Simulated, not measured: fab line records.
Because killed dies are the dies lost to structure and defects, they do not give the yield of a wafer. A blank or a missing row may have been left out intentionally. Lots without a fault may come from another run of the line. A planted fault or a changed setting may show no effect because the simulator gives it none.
Which tool is to blame? :: flow gf180mcu :: 21 wafers from 7 lots sampled at 2 of the route's 602 steps

## WHAT THE GAUGES SHOWED, per wafer
GF_VT_IMPLANT_TW_MEAS_43.
lot: L596
measured: day 8 03:43
on: film-metro-02
VT_IMPLANT_4_TW: 692 689 688

lot: L599
measured: day 9 00:29
on: film-metro-01
VT_IMPLANT_4_TW: 680 677 677

lot: L602
measured: day 9 17:08
on: film-metro-02
VT_IMPLANT_4_TW: 692 700 694

lot: L605
measured: day 10 14:40
on: film-metro-01
VT_IMPLANT_4_TW: 682 683 685

lot: L607
measured: day 11 05:11
on: film-metro-01
VT_IMPLANT_4_TW: 684 683 685

lot: L610
measured: day 12 01:55
on: film-metro-04
VT_IMPLANT_4_TW: 681 684 684

lot: L617
measured: day 13 21:46
on: film-metro-02
VT_IMPLANT_4_TW: 30 30 30

## EACH LOT AND THE TOOL THAT RAN IT (in order: tool; ch and the chambers of the sampled wafers; start)
lot: L596
GF_VT_IMPLANT_IMPLANT_41: implanter-01 ch 0, day 8 03:28

lot: L599
GF_VT_IMPLANT_IMPLANT_41: implanter-01 ch 0, day 9 00:16

lot: L602
GF_VT_IMPLANT_IMPLANT_41: implanter-02 ch 0, day 9 16:53

lot: L605
GF_VT_IMPLANT_IMPLANT_41: implanter-02 ch 0, day 10 14:26

lot: L607
GF_VT_IMPLANT_IMPLANT_41: implanter-02 ch 0, day 11 04:58

lot: L610
GF_VT_IMPLANT_IMPLANT_41: implanter-04 ch 0, day 12 01:41

lot: L617
GF_VT_IMPLANT_IMPLANT_41: implanter-01, day 13 21:31
- GF_VT_IMPLANT_IMPLANT_41

## THE ANSWER, worked out from the rows above alone
Rule: the usual values come from the lots themselves. The widest of any qualifying gaps counts: lots, ordered by their means at a reading, are off when they make up no more than a third of the lots, leave a main group of 4 or more, and stand apart from it by 3 or more times the standard deviation of that group's means. A main group whose means are all the same, to the digits that the tables above print for the reading, isn't used. A lot without any number at a reading at which 4 lots or more have one is off too. Where the step has rows for the other lots, those lots are counted as sound.
Off: at GF_VT_IMPLANT_TW_MEAS_43 (VT_IMPLANT_4_TW), L617. The main group: mean 686, standard deviation 5.5.
If a tool, at a process step before that reading, ran all the lots that are off and no sound lot after the first of them, it fits. Gauges at GF_VT_IMPLANT_TW_MEAS_43: tried the same way as those tools. 2 tools fit, implanter-01 at GF_VT_IMPLANT_IMPLANT_41 and film-metro-02 at GF_VT_IMPLANT_TW_MEAS_43, so this cannot tell which one it is.

## WHAT THE SIMULATOR HAD PUT IN
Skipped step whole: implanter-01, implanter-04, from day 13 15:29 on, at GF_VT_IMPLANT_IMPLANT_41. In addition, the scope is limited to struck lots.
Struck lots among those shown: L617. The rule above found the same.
